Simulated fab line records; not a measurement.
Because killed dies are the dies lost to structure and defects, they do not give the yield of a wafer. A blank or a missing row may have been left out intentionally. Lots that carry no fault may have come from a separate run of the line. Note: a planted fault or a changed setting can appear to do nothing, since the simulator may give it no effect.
fab line records + flow sky130
[record]
- lots = 13
- wafers = 39
- last-day = 49
route steps=708 shown CONTACT@424 METAL1@450 VIA1@467 METAL2@488
lots untouched by any fault: they come from a run of this same line in which no faults occurred
start-h: start of the lot's first displayed wafer, in hours after the record's first day + wait-h: hours since the lot's step before + " same as the row above + L1.1+2: several wafers, shown together as one row + - no value, or no start given + * or withheld: withheld + < > ~ a bound
route shown NAME@n: names a module that has steps shown in the file, with the first one's number in the route + usual: mean/standard deviation taken from wafers without a fault + same: alike in all rows + chamber/n: place in a boat + sites: per-site readings + _std_site: standard deviation of those values + _edge_site: mean of outer sites minus mean of inner sites + radius-mm: how far each site lies from the wafer's centre + mask NAME#n: copy n + behind: tool/chamber where the wafer was last shaped + hold: the reason the lot was held/the length of the hold in hours/how it ended + device: whichever transistor did not switch (one of n, p or np) + end of line: tests of these same wafers at the route's end + a step with no rows: only its recipe + killed: not the wafer's yield, but the dies lost to structure and defects at the first sort + map: per-die view of a wafer (x killed, . not killed, _ where there is no die)
set.NAME: setting as actually run; set.NAME@STEP: the setting as run at that earlier step + model.NAME: the simulator's own value behind a step, which no gauge read
route steps across a sampled set of lots; one table per step, one row per wafer
services: the hour from which a tool's chamber was out of use, counted from the record's first day as start-h (under 0 if before that day), plus the number of hours and why
[[steps]]
[step SKY_CONTACT_ETCH_18]
[recipe]
- target = Si3N4
- chemistry = CHF3/O2
- stop-on = TiN
- source-w = 600
- bias-w = 200
- pressure-mtorr = 40
- chf3-flow-sccm = 50
- O2_flow_sccm = 5
- time-s = 39
- target-depth-a = 750
[usual]
- drypump-motor-current-A = 5.9/0.43
- oes-product-au = 0.854/0.0076
- throttle-valve-pct = 8.793/0.009
| lot.wafer | tool        | chamber | start-h | wait-h | drypump-motor-current-A | oes-product-au | rf-hours-counter-h | throttle-valve-pct |
|-----------|-------------|---------|---------|--------|-------------------------|----------------|--------------------|--------------------|
| L168.1    | rie-diel-04 | 3       | -       | -      | 5.8                     | 0.849          | 8                  | 8.783              |
| L168.5    | "           | 3       | "       | "      | 5.8                     | 0.873          | -                  | 8.787              |
| L168.6    | "           | 2       | "       | "      | 6.7                     | 0.852          | -                  | 8.793              |
| L170.2    | rie-diel-04 | 3       | -       | -      | 5.8                     | 0.847          | 9                  | 8.807              |
| L170.3    | "           | 1       | "       | "      | 5.6                     | 0.845          | 2                  | 8.784              |
| L170.4    | "           | 2       | "       | "      | 6.7                     | 0.866          | 36                 | 8.789              |
| L171.2    | rie-diel-02 | 0       | -       | -      | 6.0                     | 0.850          | 2                  | 8.794              |
| L171.5    | "           | 2       | "       | "      | 6.5                     | 0.861          | -                  | 8.790              |
| L171.6    | "           | 1       | "       | "      | 5.2                     | 0.849          | -                  | 8.782              |
| L172.3    | rie-diel-04 | 0       | -       | -      | 5.7                     | 0.855          | 12                 | 8.774              |
| L172.4    | "           | 1       | "       | "      | 5.7                     | 0.860          | 2                  | 8.800              |
| L172.6    | "           | 3       | "       | "      | 5.8                     | 0.874          | -                  | 8.799              |
| L173.1    | rie-diel-04 | 3       | -       | -      | 5.8                     | 0.860          | 10                 | 8.782              |
| L173.2    | "           | 0       | "       | "      | 5.7                     | 0.846          | 13                 | 8.793              |
| L173.4    | "           | 1       | "       | "      | 5.7                     | 0.857          | 2                  | 8.790              |
| L174.2    | rie-diel-03 | 2       | -       | -      | 5.9                     | 0.844          | 26                 | 8.788              |
| L174.3    | "           | 1       | "       | "      | 6.0                     | 0.862          | 8                  | 8.782              |
| L174.6    | "           | 0       | "       | "      | 5.3                     | 0.869          | -                  | 8.802              |
| L175.4    | rie-diel-03 | 0       | -       | -      | 5.3                     | 0.851          | 15                 | 8.802              |
| L175.5    | "           | 3       | "       | "      | 6.1                     | 0.863          | -                  | 8.810              |
| L175.6    | "           | 0       | "       | "      | 5.2                     | 0.857          | -                  | 8.792              |
| L178.1    | rie-diel-02 | 0       | -       | -      | 6.0                     | 0.849          | 4                  | 8.798              |
| L178.5    | "           | 0       | "       | "      | 6.0                     | 0.857          | -                  | 8.787              |
| L178.6    | "           | 2       | "       | "      | 6.5                     | 0.852          | -                  | 8.793              |
| L177.2    | rie-diel-02 | 1       | -       | -      | 5.2                     | 0.856          | 7                  | 8.788              |
| L177.4    | "           | 2       | "       | "      | 6.5                     | 0.864          | 26                 | 8.804              |
| L177.5    | "           | 3       | "       | "      | 5.8                     | 0.870          | -                  | 8.810              |
| L179.2    | rie-diel-04 | 3       | -       | -      | 5.8                     | 0.843          | 11                 | 8.797              |
| L179.3    | "           | 2       | "       | "      | 6.6                     | 0.846          | 0                  | 8.786              |
| L179.6    | "           | 2       | "       | "      | 6.7                     | 0.845          | -                  | 8.811              |
| L183.1    | rie-diel-02 | 0       | -       | -      | 6.0                     | 0.851          | 5                  | 8.793              |
| L183.3    | "           | 1       | "       | "      | 5.2                     | 0.855          | 8                  | 8.795              |
| L183.5    | "           | 3       | "       | "      | 5.8                     | 0.853          | -                  | 8.816              |
| L186.2    | rie-diel-03 | 1       | -       | -      | 6.0                     | 0.855          | 11                 | 8.779              |
| L186.3    | "           | 3       | "       | "      | 6.2                     | 0.849          | 13                 | 8.793              |
| L186.4    | "           | 0       | "       | "      | 5.3                     | 0.862          | -                  | 8.796              |
| L189.2    | rie-diel-03 | 0       | -       | -      | 5.3                     | 0.862          | 19                 | 8.799              |
| L189.4    | "           | 3       | "       | "      | 6.1                     | 0.864          | -                  | 8.784              |
| L189.6    | "           | 1       | "       | "      | 6.0                     | 0.863          | -                  | 8.800              |
[step SKY_METAL1_OVL_MEAS_16]
[usual]
- METAL1_OVL = 0/6.4
| lot.wafer | tool       | chamber | start-h | wait-h | METAL1_OVL[nm] |
|-----------|------------|---------|---------|--------|----------------|
| L168.1    | overlay-02 | -       | 757.88  | 0.1    | 4              |
| L168.5    | "          | -       | "       | "      | 6              |
| L168.6    | "          | -       | "       | "      | -2             |
| L170.2    | overlay-01 | -       | 775.93  | 0.1    | 0              |
| L170.3    | "          | -       | "       | "      | 0              |
| L170.4    | "          | -       | "       | "      | -7             |
| L171.2    | overlay-01 | -       | 783.05  | 0.1    | 0              |
| L171.5    | "          | -       | "       | "      | -3             |
| L171.6    | "          | -       | "       | "      | 2              |
| L172.3    | overlay-02 | -       | 800.75  | 0.1    | 9              |
| L172.4    | "          | -       | "       | "      | -7             |
| L172.6    | "          | -       | "       | "      | -9             |
| L173.1    | overlay-01 | -       | 813.88  | 0.1    | -6             |
| L173.2    | "          | -       | "       | "      | 6              |
| L173.4    | "          | -       | "       | "      | 4              |
| L174.2    | overlay-01 | -       | 816.85  | 0.1    | 1              |
| L174.3    | "          | -       | "       | "      | -8             |
| L174.6    | "          | -       | "       | "      | -2             |
| L175.4    | overlay-02 | -       | 827.00  | 0.1    | 4              |
| L175.5    | "          | -       | "       | "      | -2             |
| L175.6    | "          | -       | "       | "      | 2              |
| L178.1    | overlay-01 | -       | 836.34  | 0.1    | -2             |
| L178.5    | "          | -       | "       | "      | -6             |
| L178.6    | "          | -       | "       | "      | 7              |
| L177.2    | overlay-02 | -       | 837.99  | 0.1    | 1              |
| L177.4    | "          | -       | "       | "      | 0              |
| L177.5    | "          | -       | "       | "      | 6              |
| L179.2    | overlay-01 | -       | 845.25  | 0.1    | -1             |
| L179.3    | "          | -       | "       | "      | -3             |
| L179.6    | "          | -       | "       | "      | -6             |
| L183.1    | overlay-01 | -       | 887.69  | 0.1    | -5             |
| L183.3    | "          | -       | "       | "      | -2             |
| L183.5    | "          | -       | "       | "      | -5             |
| L186.2    | overlay-02 | -       | 901.09  | 0.1    | -6             |
| L186.3    | "          | -       | "       | "      | -3             |
| L186.4    | "          | -       | "       | "      | -7             |
| L189.2    | overlay-01 | -       | 918.04  | 0.1    | -4             |
| L189.4    | "          | -       | "       | "      | -4             |
| L189.6    | "          | -       | "       | "      | 0              |
[step SKY_VIA1_EXPOSE_09]
[recipe]
- mask-id = VIM
- na = 0.8
- source-shape = annular
- sigma-inner = 0.55
- sigma-outer = 0.85
- target-cd-nm = 150
- dose-mj = 38
| lot.wafer  | tool           | chamber | start-h | wait-h | mask  |
|------------|----------------|---------|---------|--------|-------|
| L168.1+5+6 | krf-scanner-01 | 0       | 772.68  | -      | VIM#0 |
| L170.2+3+4 | krf-scanner-02 | 0       | 790.74  | -      | VIM#0 |
| L171.2+5+6 | krf-scanner-02 | 0       | 797.48  | -      | VIM#0 |
| L172.3+4+6 | krf-scanner-01 | 0       | 815.93  | -      | VIM#0 |
| L173.1+2+4 | krf-scanner-01 | 0       | 828.38  | -      | VIM#0 |
| L174.2+3+6 | krf-scanner-01 | 0       | 831.04  | -      | VIM#0 |
| L175.4+5+6 | krf-scanner-01 | 0       | 842.17  | -      | VIM#0 |
| L178.1+5+6 | krf-scanner-01 | 0       | 850.57  | -      | VIM#0 |
| L177.2+4+5 | krf-scanner-01 | 0       | 852.15  | -      | VIM#0 |
| L179.2+3+6 | krf-scanner-02 | 0       | 859.27  | -      | VIM#0 |
| L183.1+3+5 | krf-scanner-01 | 0       | 902.10  | -      | VIM#0 |
| L186.2+3+4 | krf-scanner-02 | 0       | 915.03  | -      | VIM#0 |
| L189.2+4+6 | krf-scanner-02 | 0       | 931.81  | -      | VIM#0 |
[step SKY_VIA1_CD_MEAS_12]
[recipe]
- target-cd-nm = 150
[usual]
- cd-nm = 151.1/1.8
| lot.wafer | tool      | chamber | start-h | wait-h | cd-nm |
|-----------|-----------|---------|---------|--------|-------|
| L168.1    | cd-sem-01 | -       | 786.17  | -      | 151.9 |
| L168.5    | "         | -       | "       | "      | 152.7 |
| L168.6    | "         | -       | "       | "      | 152.3 |
| L170.2    | cd-sem-01 | -       | 803.24  | -      | 150.4 |
| L170.3    | "         | -       | "       | "      | 151.3 |
| L170.4    | "         | -       | "       | "      | 150.0 |
| L171.2    | cd-sem-02 | -       | 810.78  | -      | 152.9 |
| L171.5    | "         | -       | "       | "      | 153.8 |
| L171.6    | "         | -       | "       | "      | 151.6 |
| L172.3    | cd-sem-01 | -       | 828.76  | -      | 150.2 |
| L172.4    | "         | -       | "       | "      | 151.8 |
| L172.6    | "         | -       | "       | "      | 150.2 |
| L173.1    | cd-sem-01 | -       | 842.17  | -      | 151.0 |
| L173.2    | "         | -       | "       | "      | 149.8 |
| L173.4    | "         | -       | "       | "      | 149.5 |
| L174.2    | cd-sem-02 | -       | 844.08  | -      | 150.1 |
| L174.3    | "         | -       | "       | "      | 149.9 |
| L174.6    | "         | -       | "       | "      | 150.5 |
| L175.4    | cd-sem-02 | -       | 854.67  | -      | 151.6 |
| L175.5    | "         | -       | "       | "      | 152.4 |
| L175.6    | "         | -       | "       | "      | 151.8 |
| L178.1    | cd-sem-01 | -       | 863.12  | -      | 151.9 |
| L178.5    | "         | -       | "       | "      | 151.7 |
| L178.6    | "         | -       | "       | "      | 151.4 |
| L177.2    | cd-sem-01 | -       | 864.98  | -      | 148.8 |
| L177.4    | "         | -       | "       | "      | 149.4 |
| L177.5    | "         | -       | "       | "      | 149.0 |
| L179.2    | cd-sem-01 | -       | 871.98  | -      | 153.5 |
| L179.3    | "         | -       | "       | "      | 154.1 |
| L179.6    | "         | -       | "       | "      | 154.4 |
| L183.1    | cd-sem-01 | -       | 913.67  | -      | 6.7   |
| L183.3    | "         | -       | "       | "      | 150.7 |
| L183.5    | "         | -       | "       | "      | 152.7 |
| L186.2    | cd-sem-01 | -       | 928.08  | -      | 151.3 |
| L186.3    | "         | -       | "       | "      | 152.7 |
| L186.4    | "         | -       | "       | "      | 152.0 |
| L189.2    | cd-sem-02 | -       | 944.08  | -      | 149.1 |
| L189.4    | "         | -       | "       | "      | 149.9 |
| L189.6    | "         | -       | "       | "      | 150.4 |
[step SKY_METAL2_RS_MEAS_05]
[recipe]
- thk-meas-gauge = four-point-probe
- reads = TiN_of_METAL2_SPUTTER_04+Ti_of_METAL2_SPUTTER_03+AlCu_of_METAL2_SPUTTER_02+TiN_of_METAL2_SPUTTER_01+Ti_of_METAL2_SPUTTER_00
[usual]
- METAL2_ALCU_RS = 0.1274/0.0014
| lot.wafer | tool          | chamber | start-h | wait-h | METAL2_ALCU_RS[ohm/sq] |
|-----------|---------------|---------|---------|--------|------------------------|
| L168.1    | film-metro-01 | -       | 787.80  | 0.0    | 0.1287                 |
| L168.5    | "             | -       | "       | "      | 0.1280                 |
| L168.6    | "             | -       | "       | "      | 0.1290                 |
| L170.2    | film-metro-01 | -       | 804.86  | 0.0    | 0.1267                 |
| L170.3    | "             | -       | "       | "      | 0.1277                 |
| L170.4    | "             | -       | "       | "      | 0.1256                 |
| L171.2    | film-metro-04 | -       | 812.55  | 0.0    | 0.1288                 |
| L171.5    | "             | -       | "       | "      | 0.1293                 |
| L171.6    | "             | -       | "       | "      | 0.1294                 |
| L172.3    | film-metro-04 | -       | 830.37  | 0.1    | 0.1290                 |
| L172.4    | "             | -       | "       | "      | 0.1302                 |
| L172.6    | "             | -       | "       | "      | 0.1296                 |
| L173.1    | film-metro-03 | -       | 843.83  | 0.0    | 0.1271                 |
| L173.2    | "             | -       | "       | "      | 0.1277                 |
| L173.4    | "             | -       | "       | "      | 0.1286                 |
| L174.2    | film-metro-01 | -       | 845.69  | 0.0    | 0.1272                 |
| L174.3    | "             | -       | "       | "      | 0.1275                 |
| L174.6    | "             | -       | "       | "      | 0.1284                 |
| L175.4    | film-metro-04 | -       | 856.28  | 0.1    | 0.1271                 |
| L175.5    | "             | -       | "       | "      | 0.1274                 |
| L175.6    | "             | -       | "       | "      | 0.1286                 |
| L178.1    | film-metro-01 | -       | 865.23  | 0.0    | 0.1257                 |
| L178.5    | "             | -       | "       | "      | 0.1271                 |
| L178.6    | "             | -       | "       | "      | 0.1266                 |
| L177.2    | film-metro-01 | -       | 866.63  | 0.0    | 0.1269                 |
| L177.4    | "             | -       | "       | "      | 0.1271                 |
| L177.5    | "             | -       | "       | "      | 0.1253                 |
| L179.2    | film-metro-04 | -       | 873.59  | 0.0    | 0.1270                 |
| L179.3    | "             | -       | "       | "      | 0.1287                 |
| L179.6    | "             | -       | "       | "      | 0.1290                 |
| L183.3    | film-metro-04 | -       | 915.64  | 0.1    | 0.1286                 |
| L183.5    | "             | -       | "       | "      | 0.1253                 |
| L186.2    | film-metro-03 | -       | 929.77  | 0.0    | 0.1300                 |
| L186.3    | "             | -       | "       | "      | 0.1279                 |
| L186.4    | "             | -       | "       | "      | 0.1290                 |
| L189.2    | film-metro-01 | -       | 945.72  | 0.0    | 0.1268                 |
| L189.4    | "             | -       | "       | "      | 0.1284                 |
| L189.6    | "             | -       | "       | "      | 0.1281                 |
[[services]]
| tool           | chamber | start-h | hours | kind           |
|----------------|---------|---------|-------|----------------|
| krf-scanner-02 | -       | 734.75  | 1.5   | repair         |
| rie-diel-02    | 0       | 747.24  | 5.0   | repair         |
| krf-scanner-01 | -       | 763.27  | 0.8   | pm             |
| rie-diel-04    | 2       | 792.12  | -     | clean          |
| rie-diel-04    | 2       | 792.12  | 20.8  | scheduled-down |
| krf-scanner-02 | -       | 805.34  | 50.5  | repair         |
| krf-scanner-02 | -       | 812.69  | 4.3   | repair         |
| rie-diel-04    | 0       | 817.50  | 3.2   | repair         |
| rie-diel-03    | 2       | 845.24  | 3.2   | repair         |
| rie-diel-04    | -       | 846.25  | 0.6   | repair         |
| krf-scanner-02 | -       | 850.40  | 0.3   | repair         |
| krf-scanner-02 | -       | 855.82  | 0.8   | pm             |
| krf-scanner-01 | -       | 856.57  | 3.6   | pm             |
| krf-scanner-01 | -       | 860.13  | 1.0   | pm             |
| krf-scanner-02 | -       | 861.13  | 1.0   | pm             |
| krf-scanner-01 | -       | 862.18  | 1.3   | pm             |
| krf-scanner-02 | -       | 863.80  | 0.6   | repair         |
| krf-scanner-02 | -       | 864.38  | 4.4   | pm             |
| krf-scanner-02 | -       | 868.77  | 4.4   | pm             |
| krf-scanner-01 | -       | 874.13  | 0.3   | repair         |
| krf-scanner-02 | -       | 875.46  | 4.0   | pm             |
| rie-diel-04    | -       | 879.15  | 1.1   | repair         |
| krf-scanner-02 | -       | 879.48  | 1.3   | pm             |
| rie-diel-02    | 1       | 924.99  | 16.3  | repair         |
[[key]]
[first-sign]
- step = SKY_VIA1_CD_MEAS_12
- reading = cd-nm
- direction = down
- sigmas = 82
- usual = 151.1
- struck = 6.7
effect none on later readings
met-at SKY_VIA1_EXPOSE_09
struck-lots L183
struck-wafers L183.1
later-rows-left-out L183.1
sort-left-out L183.1
not-acting-at SKY_CONTACT_ETCH_18,SKY_METAL1_OVL_MEAS_16,SKY_METAL2_RS_MEAS_05
onset-between 852.15 902.10
[fault]
- kind = process-parameter-drift
- tool = krf-scanner-01
- chamber = -
- onset-h = 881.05
- steps = SKY_VIA1_EXPOSE_09
- channel = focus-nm
- offset = 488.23
- shape = step
- end-h = 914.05
- scope = struck-wafers-only
// sort-left-out: the simulated sort isn't trusted on such a fault, so these wafers' sort isn't shown, and their yield isn't known
// later-rows-left-out: the simulator's readings of these wafers behind a module that went badly wrong aren't trusted and aren't shown, but for the sort
